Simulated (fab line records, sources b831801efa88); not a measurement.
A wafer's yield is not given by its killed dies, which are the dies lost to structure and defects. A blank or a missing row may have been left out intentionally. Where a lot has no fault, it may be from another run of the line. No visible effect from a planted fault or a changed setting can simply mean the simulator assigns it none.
Struck lot and sound lot, side by side / flow sky130 / 16 steps out of a route of 708
Sound: the wafers L824.1, L824.3, L824.6. The struck wafers were L837.2, L837.4, L837.5. The cause comes at the end.
Per side, at each step with rows, come the tool, then ch with its chambers, and then its first start. Under that, the readings that differ: sound wafers / struck wafers / difference of the means / sigmas: that difference in standard deviations of wafers without a fault.
alike: readings whose means differ by less than 2 such deviations, and words and numbers that are the same on both sides. not compared: withheld readings, readings that some wafer has no value for, bounds like >300 that may hide the same value, and numbers for which the record gives no deviation and whose values overlap.
The two part at a step that has a row with sigmas, a row that says differs or no value, or rows on one side only. When numbers do not overlap yet have no deviation, they are printed without sigmas and do not part them. A reading missing from all wafers of one side parts the sides only when that side holds two or more wafers.

first, 7 steps without rows for these wafers: SKY_METAL4_HMDS_06 (prime time 60 s); SKY_METAL4_COAT_07 (resist thk 60 nm); SKY_METAL4_COAT_08 (resist thk 1140 nm); SKY_METAL4_SOFTBAKE_09 (time 90 s); SKY_METAL4_EXPOSE_10 (exposes mask MM4, target cd 300 nm); SKY_METAL4_PEB_11; SKY_METAL4_DEVELOP_12 (develop time 60 s).
SKY_METAL4_CD_MEAS_13: the cd target is 300 nm.
  sound on cd-sem-01 at day 41 09:26; struck on cd-sem-01 at day 45 11:11
  alike: cd-nm
SKY_METAL4_OVL_MEAS_14:
  sound on overlay-01 at day 41 09:34; struck on overlay-01 at day 45 11:18
  alike: METAL4_OVL
SKY_METAL4_DESCUM_15: chemistry O2, time 8 s.
  sound on rie-metal-03 ch 0,1, day 41 09:36; struck on rie-metal-02 ch 0, day 45 11:20
  alike: drypump-motor-current-A, oes-product-au
  not compared: rf-hours-counter-h
SKY_METAL4_ETCH_16: etches BARC in N2/H2, stops on SiO2, time 88.2 s, target depth 60 nm.
  sound on rie-metal-03 ch 0,1, day 41 09:38; struck on rie-metal-02 ch 0, day 45 11:22
  alike: drypump-motor-current-A, oes-product-au, throttle-valve-pct
  not compared: rf-hours-counter-h
SKY_METAL4_ETCH_17: etches SiO2 in C4F8/O2/Ar, stops on TiN, time 3.9 s, target depth 15 nm.
  sound on rie-diel-02 ch 0,2,3, day 41 09:44; struck on rie-diel-02 ch 1,2,3, day 45 11:28
  alike: oes-product-au
  not compared: rf-hours-counter-h
SKY_METAL4_METAL_ETCH_18: etches the open film in Cl2/BCl3, stops on SiO2, target depth 845 nm, time 183.1 s.
  sound on rie-metal-04 ch 0, day 41 09:44; struck on rie-metal-04 ch 0,1, day 45 11:29
reading=oes-product-au (a.u.); sound=0.874 0.869 0.866; struck=0.799 0.798 0.791; difference=-0.074; sigmas=-12
reading=over-etch-frac; sound=0.3 0.3 0.3; struck=0.51568 0.51568 0.51568; difference=+0.21568; sigmas=
reading=model.KrF-thick_of_METAL4_COAT_08.thk-nm (nm); sound=525.6 532.8 519.9; struck=442.1 439.9 436.9; difference=-86.5; sigmas=
reading=model.METAL4.cd-nm (nm); sound=297.2 297.1 296.2; struck=288.8 292.9 291.5; difference=-5.8; sigmas=
reading=model.SiO2_of_VIA3_HDPCVD_00.thk-nm (nm); sound=433.4 433.9 432.8; struck=430.8 430.6 431; difference=-2.6; sigmas=
  alike: drypump-motor-current-A, throttle-valve-pct
  not compared: rf-hours-counter-h
SKY_METAL4_STRIP_19: strips in O2/N2.
  sound on plasma-asher-04 ch 0,1, day 41 09:55; struck on plasma-asher-01 ch 1, day 45 11:40
reading=oes-product-au (a.u.); sound=0.512 0.499 0.508; struck=0.468 0.472 0.473; difference=-0.035; sigmas=-7
reading=strip-time-to-endpoint-s (s); sound=6.53 6.60 6.48; struck=5.69 5.66 5.64; difference=-0.87; sigmas=-15
  alike: drypump-motor-current-A
  not compared: rf-hours-counter-h
then, 1 step without rows for these wafers: SKY_METAL4_STRIP_20 (strips in post etch residue remover, time 1200 s).
-- the record jumps here: 4 days lie between the struck wafers' starts before and after (it left off in module METAL4 and takes up again in module PAD_OPEN, whose first step shown is number 708 of the route) --
SKY_PAD_OPEN_PROBE_99:
  sound on prober-02 at day 45 09:23; struck on prober-01 at day 49 00:31
reading=killed-short; sound=38 28 35; struck=40 51 56; difference=+15; sigmas=+3
reading=model.etest.met4.width-nm (nm); sound=298.4 295.8 295.1; struck=286.8 293.6 291.4; difference=-5.8; sigmas=
reading=model.etest.met4.line-ohm-um; sound=0.1412 0.1433 0.1436; struck=0.1489 0.1441 0.1464; difference=+0.0038; sigmas=
  alike: defect-limited-yield, killed_at_M0_to_M3, killed_at_M4_up, killed-at-contacts, killed-at-front-end, killed-at-other, killed-dies, killed-open, sort_bin_3_pad_short, sort_bin_5_function, sort_bin_6_memory, sort-n-pass, sort-yield-pct

== WHERE THEY PART ==
Last at SKY_PAD_OPEN_PROBE_99 as far as this record goes, first at SKY_METAL4_METAL_ETCH_18.

WHY: what the simulator had put in
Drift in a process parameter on rie-metal-04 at SKY_METAL4_METAL_ETCH_18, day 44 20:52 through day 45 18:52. The setting over-etch-frac was moved by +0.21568, starting from 0.3. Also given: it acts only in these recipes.
